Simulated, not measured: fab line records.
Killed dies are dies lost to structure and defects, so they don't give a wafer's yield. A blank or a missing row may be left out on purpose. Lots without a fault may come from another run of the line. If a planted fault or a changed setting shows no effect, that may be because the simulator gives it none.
A lot that was struck, set against a sound lot | flow gf180mcu | 44 out of 602 route steps
Sound: the wafers L947.2, L947.4, L947.5. Struck: wafers L953.1, L953.4, L953.5. At the end, the cause is stated.
For every step that has rows: the tool of each side, followed by ch and its chambers, followed by its first start. Under that, the readings that differ: sound wafers | struck wafers | difference of the means | sigmas: that difference in standard deviations of wafers without a fault.
alike: words and numbers the same on both sides, and readings whose means are apart by under 2 such deviations; not compared: readings that were withheld, readings missing a value for some wafer, numbers with overlapping values and no deviation given by the record, and bounds like >300 which may hide the same value.
A row with sigmas, a row that says differs or no value, or rows on one side alone: a step with any of these is where the two part. Non-overlapping numbers with no deviation appear without sigmas and do not part them. A reading missing from all wafers of one side parts the sides only when that side holds two or more wafers.

first, 1 step without rows for these wafers: GF_MVSD_IMPLANT_09.
GF_MVSD_STRIP_10: strips in O2/N2.
  sound on plasmaAsher-04 ch 0,1, day 5 10:58; struck on plasmaAsher-01 ch 0,1, day 6 23:55
reading                  | sound             | struck            | difference | sigmas
stripTimeToEndpointS (s) | 36.95 36.92 36.97 | 36.73 36.73 36.73 | -0.22      | -2
  alike: drypumpMotorCurrentA, heaterPowerW, oesProductAu
  not compared: rfHoursCounterH
GF_MVSD_TW_MEAS_11:
  sound on filmMetro-02, day 5 11:05; struck on filmMetro-01, day 7 00:01
  alike: MVSD_TW
then, 7 steps without rows for these wafers: GF_MVPSD_DEHYDRATE_00 (time 60 s); GF_MVPSD_HMDS_01 (prime time 60 s); GF_MVPSD_COAT_02 (resist thk 3000 nm); GF_MVPSD_SOFTBAKE_03; GF_MVPSD_EXPOSE_04 (exposes mask MVPSD, target cd 1000 nm); GF_MVPSD_PEB_05; GF_MVPSD_DEVELOP_06 (develop time 60 s).
GF_MVPSD_OVL_MEAS_07:
  sound on overlay-01, day 6 02:00; struck on overlay-02, day 7 15:39
  alike: MVPSD_OVL
following that, these wafers have no rows for 1 step: GF_MVPSD_IMPLANT_08.
GF_MVPSD_IMPLANT_09:
  sound on implanter-03 ch 0, day 6 02:12; struck on implanter-03 ch 0, day 7 16:09
GF_MVPSD_STRIP_10: strips in O2/N2.
  sound on plasmaAsher-02 ch 0,1, day 6 02:20; struck on plasmaAsher-04 ch 0,1, day 7 16:18
  alike: drypumpMotorCurrentA, heaterPowerW, oesProductAu, stripTimeToEndpointS
  not compared: rfHoursCounterH
GF_MVPSD_TW_MEAS_11:
  sound on filmMetro-01, day 6 02:26; struck on filmMetro-02, day 7 16:39
reading  | sound       | struck      | difference | sigmas
MVPSD_TW | 543 549 546 | 586 585 587 | +40        | +7
then, 7 steps without rows for these wafers: GF_VT_IMPLANT_DEHYDRATE_00 (time 60 s); GF_VT_IMPLANT_HMDS_01 (prime time 60 s); GF_VT_IMPLANT_COAT_02 (resist thk 1000 nm); GF_VT_IMPLANT_SOFTBAKE_03 (time 60 s); GF_VT_IMPLANT_EXPOSE_04 (exposes mask LVPWELL LV AREA, target cd 600 nm); GF_VT_IMPLANT_PEB_05; GF_VT_IMPLANT_DEVELOP_06 (develop time 60 s).
GF_VT_IMPLANT_OVL_MEAS_07:
  sound on overlay-01, day 6 17:33; struck on overlay-01, day 8 07:50
  alike: VT_IMPLANT_OVL
following that, these wafers have no rows for 1 step: GF_VT_IMPLANT_IMPLANT_08.
GF_VT_IMPLANT_STRIP_09: strips in O2/N2.
  sound on plasmaAsher-04 ch 1, day 6 17:44; struck on plasmaAsher-04 ch 0,1, day 8 08:01
  alike: drypumpMotorCurrentA, heaterPowerW, oesProductAu, stripTimeToEndpointS
  not compared: rfHoursCounterH
GF_VT_IMPLANT_TW_MEAS_10:
  sound on filmMetro-01, day 6 17:50; struck on filmMetro-01, day 8 08:07
  alike: VT_IMPLANT_TW
then, 7 steps without rows for these wafers: GF_VT_IMPLANT_DEHYDRATE_11 (time 60 s); GF_VT_IMPLANT_HMDS_12 (prime time 60 s); GF_VT_IMPLANT_COAT_13 (resist thk 1000 nm); GF_VT_IMPLANT_SOFTBAKE_14 (time 60 s); GF_VT_IMPLANT_EXPOSE_15 (exposes mask Nwell LV AREA, target cd 860 nm); GF_VT_IMPLANT_PEB_16; GF_VT_IMPLANT_DEVELOP_17 (develop time 60 s).
GF_VT_IMPLANT_OVL_MEAS_18:
  sound on overlay-01, day 7 09:03; struck on overlay-01, day 9 00:38
  alike: VT_IMPLANT_01_OVL
following that, these wafers have no rows for 1 step: GF_VT_IMPLANT_IMPLANT_19.
GF_VT_IMPLANT_STRIP_20: strips in O2/N2.
  sound on plasmaAsher-03 ch 0,1, day 7 09:14; struck on plasmaAsher-04 ch 0,1, day 9 00:50
  alike: drypumpMotorCurrentA, heaterPowerW, oesProductAu, stripTimeToEndpointS
  not compared: rfHoursCounterH
GF_VT_IMPLANT_TW_MEAS_21:
  sound on filmMetro-02, day 7 09:20; struck on filmMetro-01, day 9 00:55
reading         | sound          | struck         | difference | sigmas
VT_IMPLANT_2_TW | 1223 1217 1220 | 1197 1199 1200 | -21        | -2
then, 5 steps without rows for these wafers: GF_VT_IMPLANT_DEHYDRATE_22 (time 60 s); GF_VT_IMPLANT_HMDS_23 (prime time 60 s); GF_VT_IMPLANT_COAT_24 (resist thk 1000 nm); GF_VT_IMPLANT_SOFTBAKE_25 (time 60 s); GF_VT_IMPLANT_EXPOSE_26 (exposes mask LVPWELL HV AREA, target cd 860 nm).
GF_VT_IMPLANT_RS_MEAS_49: measures by four-point-probe.
  sound on filmMetro-04, day 8 18:10; struck on filmMetro-04, day 10 13:08
reading           | sound          | struck         | difference | sigmas
MVPSD_RS (ohm/sq) | 1168 1166 1168 | 1006 1005 1002 | -163       | -53
GF_PASSIVATION_PROBE_99:
  the record holds rows for the sound wafers here (prober-01, day 30 08:07) but none for the struck ones

== WHERE THEY PART ==
First at GF_MVSD_STRIP_10; last, within this record, at GF_PASSIVATION_PROBE_99.

WHY: the cause the simulator had injected
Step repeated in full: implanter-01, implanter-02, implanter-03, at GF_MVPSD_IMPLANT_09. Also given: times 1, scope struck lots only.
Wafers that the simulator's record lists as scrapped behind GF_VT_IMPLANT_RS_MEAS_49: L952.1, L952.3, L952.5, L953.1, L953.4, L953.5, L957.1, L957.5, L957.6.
